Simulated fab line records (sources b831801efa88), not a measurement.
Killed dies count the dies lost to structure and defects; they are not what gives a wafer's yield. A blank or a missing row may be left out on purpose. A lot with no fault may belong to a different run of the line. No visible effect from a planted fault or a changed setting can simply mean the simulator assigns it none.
Chamber matching || flow gf180mcu || pecvd-03 running GF_SAB_CVD_00: 3 sister chambers
The step deposits SiO2 from TEOS, target thk 50 nm, time 4.9302 s. 6 wafers are shown with their chamber, then 8 later ones without.

## WAFERS, EACH WITH ITS CHAMBER
{"wafer": "L944.5", "chamber": 2, "heater-power-w (W)": 591, "rf-fwd-power-W (W)": 588.4}
{"wafer": "L947.2", "chamber": 1, "heater-power-w (W)": 516, "rf-fwd-power-W (W)": 584.0}
{"wafer": "L947.4", "chamber": 2, "heater-power-w (W)": 573, "rf-fwd-power-W (W)": 583.9}
{"wafer": "L950.3", "chamber": 1, "heater-power-w (W)": 556, "rf-fwd-power-W (W)": 586.1}
{"wafer": "L950.6", "chamber": 0, "heater-power-w (W)": 631, "rf-fwd-power-W (W)": 586.9}
{"wafer": "L952.2", "chamber": 0, "heater-power-w (W)": 628, "rf-fwd-power-W (W)": 589.7}

## WAFERS WITH NO CHAMBER GIVEN
{"wafer": "L952.3", "heater-power-w (W)": 557, "rf-fwd-power-W (W)": 582.0}
{"wafer": "L952.6", "heater-power-w (W)": 616, "rf-fwd-power-W (W)": 587.6}
{"wafer": "L960.1", "heater-power-w (W)": 582, "rf-fwd-power-W (W)": 583.6}
{"wafer": "L960.2", "heater-power-w (W)": 611, "rf-fwd-power-W (W)": 584.7}
{"wafer": "L960.5", "heater-power-w (W)": 576, "rf-fwd-power-W (W)": 590.0}
{"wafer": "L962.3", "heater-power-w (W)": 559, "rf-fwd-power-W (W)": 586.7}
{"wafer": "L962.4", "heater-power-w (W)": 555, "rf-fwd-power-W (W)": 589.5}
{"wafer": "L962.6", "heater-power-w (W)": 580, "rf-fwd-power-W (W)": 585.9}

## EACH ONE'S CHAMBER
{"wafer": "L952.3", "from the rows above": "can't be placed: 1 or 2", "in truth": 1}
{"wafer": "L952.6", "from the rows above": "can't be placed: 0 or 2", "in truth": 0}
{"wafer": "L960.1", "from the rows above": "can't be placed: 2 or 1", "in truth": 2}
{"wafer": "L960.2", "from the rows above": "can't be placed: 2 or 0", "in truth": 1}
{"wafer": "L960.5", "from the rows above": "can't be placed: 2 or 0 or 1", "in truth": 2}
{"wafer": "L962.3", "from the rows above": "can't be placed: 2 or 1", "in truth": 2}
{"wafer": "L962.4", "from the rows above": "can't be placed: 2 or 1", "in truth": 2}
{"wafer": "L962.6", "from the rows above": 2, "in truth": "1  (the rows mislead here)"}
Placed correctly: 0 of 8. Can't be placed from these rows: 7 (the true chamber is among the candidates in 6). Number placed wrongly: 1.
How it was worked out, from the rows above alone: a wafer's distance from a chamber is the root of the sum, over the readings, of the square of ((its reading less the chamber's mean) divided by the reading's scatter). If the next closest chamber is less than 2 further off than the closest, the wafer can't be placed; otherwise it belongs to the closest. The mean given for a chamber averages the wafers shown for that chamber. How the scatter is found: for the shown wafers, subtract from each reading the mean of its chamber, square and add these, divide the total by (wafers less chambers), then take the root.
